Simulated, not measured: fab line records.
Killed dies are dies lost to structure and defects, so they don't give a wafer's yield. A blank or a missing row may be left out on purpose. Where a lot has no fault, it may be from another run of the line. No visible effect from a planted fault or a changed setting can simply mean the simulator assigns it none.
Which tool is to blame? | flow sky130 | 24 lots with 72 wafers sampled at 5 steps, on a route of 708 steps

## WHAT EACH GAUGE READ, for each wafer
SKY_CAPM_THK_MEAS_01.
lot  | measured     | on            | CAPM_CVD_00_THK (nm)
L075 | day 36 07:40 | film_metro-02 | 15.51 15.92 15.55
L074 | day 36 08:23 | film_metro-02 | 15.34 15.82 15.54
L076 | day 36 17:37 | film_metro-03 | 15.24 15.57 15.68
L077 | day 36 21:51 | film_metro-04 | 15.75 15.90 15.67
L078 | day 37 03:19 | film_metro-04 | 15.12 15.27 15.22
L079 | day 37 15:22 | film_metro-03 | 15.55 15.23 15.41
L080 | day 37 22:29 | film_metro-03 | 15.42 15.96 15.87
L081 | day 38 20:12 | film_metro-02 | 15.15 15.63 15.44
L082 | day 39 01:01 | film_metro-04 | 15.46 15.24 15.49
L083 | day 39 01:37 | film_metro-03 | 15.84 16.01 15.71
L084 | day 39 10:42 | film_metro-04 | 14.99 15.22 15.35
L085 | day 39 13:58 | film_metro-04 | 15.60 15.88 16.55
L087 | day 40 16:05 | film_metro-03 | 15.58 15.89 15.56
L086 | day 40 17:41 | film_metro-04 | 15.22 14.88 15.32
L088 | day 40 20:02 | film_metro-04 | 15.21 15.50 15.72
L089 | day 41 06:27 | film_metro-04 | 15.62 15.69 15.81
L092 | day 41 08:49 | film_metro-03 | 15.24 15.10 15.46
L090 | day 41 11:02 | film_metro-02 | 15.23 15.32 15.57
L091 | day 41 12:34 | film_metro-03 | 14.88 15.13 14.93
L093 | day 41 16:11 | film_metro-03 | 15.39 15.23 15.59
L094 | day 41 22:11 | film_metro-04 | 15.13 15.13 15.68
L095 | day 42 06:07 | film_metro-02 | 15.00 14.97 15.13
L096 | day 42 15:04 | film_metro-02 | 15.26 15.08 15.38
L097 | day 42 21:34 | film_metro-04 | 15.15 15.25 15.47

SKY_VIA3_BOW_MEAS_03.
lot  | measured     | on            | VIA3_BOW (um)
L075 | day 38 12:53 | film_metro-02 | 76 85 102
L074 | day 38 14:20 | film_metro-01 | 80 71 77
L076 | day 38 22:37 | film_metro-02 | 77 74 82
L077 | day 39 02:35 | film_metro-04 | 84 95 78
L078 | day 39 08:26 | film_metro-02 | 76 70 83
L079 | day 39 19:40 | film_metro-02 | 83 66 77
L080 | day 40 02:02 | film_metro-02 | 85 79 82
L081 | day 41 00:22 | film_metro-02 | 70 89 72
L082 | day 41 03:29 | film_metro-02 | 79 73 74
L083 | day 41 04:38 | film_metro-04 | 79 60 83
L084 | day 41 14:26 | film_metro-02 | 85 75 65
L085 | day 41 16:21 | film_metro-01 | 79 85 71
L087 | day 42 16:14 | film_metro-02 | 56 82 87
L086 | day 42 17:50 | film_metro-02 | 74 74 78
L088 | day 42 19:47 | film_metro-01 | 78 67 71
L089 | day 43 06:43 | film_metro-04 | 88 71 70
L092 | day 43 09:16 | film_metro-01 | 73 77 61
L090 | day 43 10:56 | film_metro-04 | 72 77 68
L091 | day 43 13:05 | film_metro-02 | 82 81 79
L093 | day 43 15:34 | film_metro-01 | 77 74 78
L094 | day 43 21:52 | film_metro-02 | 68 78 76
L095 | day 44 05:59 | film_metro-01 | 92 97 84
L096 | day 44 13:47 | film_metro-04 | 79 77 73
L097 | day 44 22:32 | film_metro-02 | 65 81 77

SKY_VIA3_RS_MEAS_22: a four-point-probe measurement.
lot  | measured     | on            | VIA3_W_RS (ohm/sq)
L075 | day 39 14:13 | film_metro-02 | 0.300 0.293 0.295
L074 | day 39 15:48 | film_metro-04 | 0.292 0.292 0.287
L076 | day 40 00:01 | film_metro-04 | 0.294 0.300 0.298
L077 | day 40 04:39 | film_metro-01 | 0.293 0.301 0.295
L078 | day 40 11:19 | film_metro-02 | 0.300 0.298 0.299
L079 | day 40 21:17 | film_metro-02 | 0.294 0.290 0.292
L080 | day 41 03:10 | film_metro-04 | 0.296 0.297 0.293
L081 | day 42 00:55 | film_metro-02 | 0.295 0.293 0.293
L082 | day 42 03:29 | film_metro-04 | 0.294 0.288 0.289
L083 | day 42 04:46 | film_metro-01 | 0.291 0.299 0.289
L084 | day 42 13:45 | film_metro-01 | 0.290 0.296 0.294
L085 | day 42 16:03 | film_metro-01 | 0.295 0.298 0.293
L087 | day 43 16:34 | film_metro-02 | 0.297 0.299 0.298
L086 | day 43 17:45 | film_metro-01 | 0.294 0.292 0.289
L088 | day 43 20:02 | film_metro-01 | 0.295 0.292 0.295
L089 | day 44 07:10 | film_metro-01 | 0.301 0.299 0.299
L092 | day 44 09:16 | film_metro-01 | 0.294 0.291 0.294
L090 | day 44 11:52 | film_metro-01 | 0.294 0.297 0.293
L091 | day 44 12:55 | film_metro-02 | 0.295 0.297 0.295
L093 | day 44 15:53 | film_metro-04 | 0.297 0.298 0.296
L094 | day 44 20:27 | film_metro-02 | 0.297 0.290 0.294
L095 | day 45 05:12 | film_metro-02 | 0.298 0.298 0.295
L096 | day 45 12:53 | film_metro-01 | 0.298 0.292 0.298
L097 | day 45 20:35 | film_metro-04 | 0.290 0.290 0.289

SKY_CAP2M_OVL_MEAS_12.
lot  | measured     | on         | CAP2M_OVL (nm)
L075 | day 40 15:55 | overlay-02 | -0.4 0.2 -0.2
L074 | day 40 17:10 | overlay-01 | 0.6 1.9 2.8
L076 | day 41 00:44 | overlay-02 | -1.0 -0.9 0.1
L077 | day 41 05:23 | overlay-02 | -0.5 -1.2 -2.7
L078 | day 41 11:11 | overlay-01 | 1.4 1.6 0.9
L079 | day 41 21:31 | overlay-01 | -1.0 -0.6 -1.0
L080 | day 42 03:02 | overlay-02 | -1.1 1.5 1.0
L081 | day 43 00:56 | overlay-01 | -1.3 -0.7 -0.2
L082 | day 43 02:49 | overlay-01 | 0.4 1.6 -0.9
L083 | day 43 04:22 | overlay-01 | 1.0 0.9 -0.4
L084 | day 43 13:23 | overlay-02 | 0.5 1.0 0.9
L085 | day 43 15:32 | overlay-02 | 0.4 0.4 -1.1
L087 | day 44 16:17 | overlay-02 | 0.3 -1.9 0.0
L086 | day 44 17:11 | overlay-02 | -0.5 -1.1 -1.6
L088 | day 44 18:34 | overlay-02 | 2.0 3.2 1.6
L089 | day 45 06:28 | overlay-02 | 0.2 1.1 0.4
L092 | day 45 07:25 | overlay-01 | 2.3 1.7 2.6
L090 | day 45 09:46 | overlay-02 | -0.4 2.5 0.1
L091 | day 45 11:25 | overlay-02 | 1.5 0.4 -1.6
L093 | day 45 13:28 | overlay-02 | -1.1 0.9 -0.6
L094 | day 45 18:22 | overlay-02 | 0.5 1.6 -1.8
L095 | day 46 02:41 | overlay-01 | 1.7 0.7 1.3
L096 | day 46 10:22 | overlay-02 | 0.8 2.3 -0.5
L097 | day 46 17:13 | overlay-01 | 0.4 0.0 0.5

## TOOL THAT RAN EACH LOT (tool first, then ch and the chambers of the sampled wafers, then the start)
lot  | SKY_METAL4_SPUTTER_03
L075 | pvd_sputter-04, day 39 14:56
L074 | pvd_sputter-01, day 39 16:22
L076 | pvd_sputter-04, day 40 00:33
L077 | pvd_sputter-04, day 40 05:11
L078 | pvd_sputter-01, day 40 11:53
L079 | pvd_sputter-03, day 40 21:51
L080 | pvd_sputter-03, day 41 03:41
L081 | pvd_sputter-04, day 42 01:29
L082 | pvd_sputter-04, day 42 04:02
L083 | pvd_sputter-03, day 42 05:19
L084 | pvd_sputter-03, day 42 14:19
L085 | pvd_sputter-04, day 42 16:35
L087 | pvd_sputter-01, day 43 17:07
L086 | pvd_sputter-01, day 43 18:19
L088 | pvd_sputter-03, day 43 20:34
L089 | pvd_sputter-01, day 44 07:43
L092 | pvd_sputter-03, day 44 09:49
L090 | pvd_sputter-04, day 44 12:26
L091 | pvd_sputter-04, day 44 13:28
L093 | pvd_sputter-04, day 44 16:26
L094 | pvd_sputter-01, day 44 21:01
L095 | pvd_sputter-04, day 45 05:46
L096 | pvd_sputter-04, day 45 13:27
L097 | pvd_sputter-03, day 45 21:08
- SKY_METAL4_SPUTTER_03: material Ti, target thk 5 nm, time 3.3 s.

## WHAT THE TOOLS THEMSELVES READ (means of the sampled wafers that have a number; where no wafer has one, the mark that the record gives instead)
SKY_METAL4_SPUTTER_03.
lot  | tool           | throttle_valve_pct (%)
L075 | pvd_sputter-04 | 31.4
L074 | pvd_sputter-01 | 31.5
L076 | pvd_sputter-04 | 30.9
L077 | pvd_sputter-04 | 29.9
L078 | pvd_sputter-01 | 31.4
L079 | pvd_sputter-03 | 30.7
L080 | pvd_sputter-03 | 29.9
L081 | pvd_sputter-04 | 31.3
L082 | pvd_sputter-04 | 31.2
L083 | pvd_sputter-03 | 30.5
L084 | pvd_sputter-03 | 28.3
L085 | pvd_sputter-04 | 30.5
L087 | pvd_sputter-01 | 31.3
L086 | pvd_sputter-01 | 31.0
L088 | pvd_sputter-03 | 28.9
L089 | pvd_sputter-01 | 30.5
L092 | pvd_sputter-03 | 30.6
L090 | pvd_sputter-04 | 30.8
L091 | pvd_sputter-04 | 30.5
L093 | pvd_sputter-04 | 30.5
L094 | pvd_sputter-01 | 31.0
L095 | pvd_sputter-04 | 30.8
L096 | pvd_sputter-04 | 30.7
L097 | pvd_sputter-03 | 29.8

## THE ANSWER, worked out from the rows above alone
Rule: what is usual is taken from the lots themselves. The widest of any qualifying gaps counts: lots, ordered by their means at a reading, are off when they make up no more than a third of the lots, leave a main group of 4 or more, and stand apart from it by 3 or more times the standard deviation of that group's means. A main group whose means are all the same, to the digits that the tables above print for the reading, isn't used. Also off: a lot with no number at a reading for which 4 or more lots have one. The other lots that the step has rows for count as sound. The gauges are gone through in route order, then the tools' own readings, and for those a lot's mean is taken as printed above. The first step at which some lot is off is used, and at that step the reading that is off furthest; a lot without a number counts as furthest.
No lot is off at any reading shown: from this, nothing can be told.

## WHAT WAS PUT IN BY THE SIMULATOR
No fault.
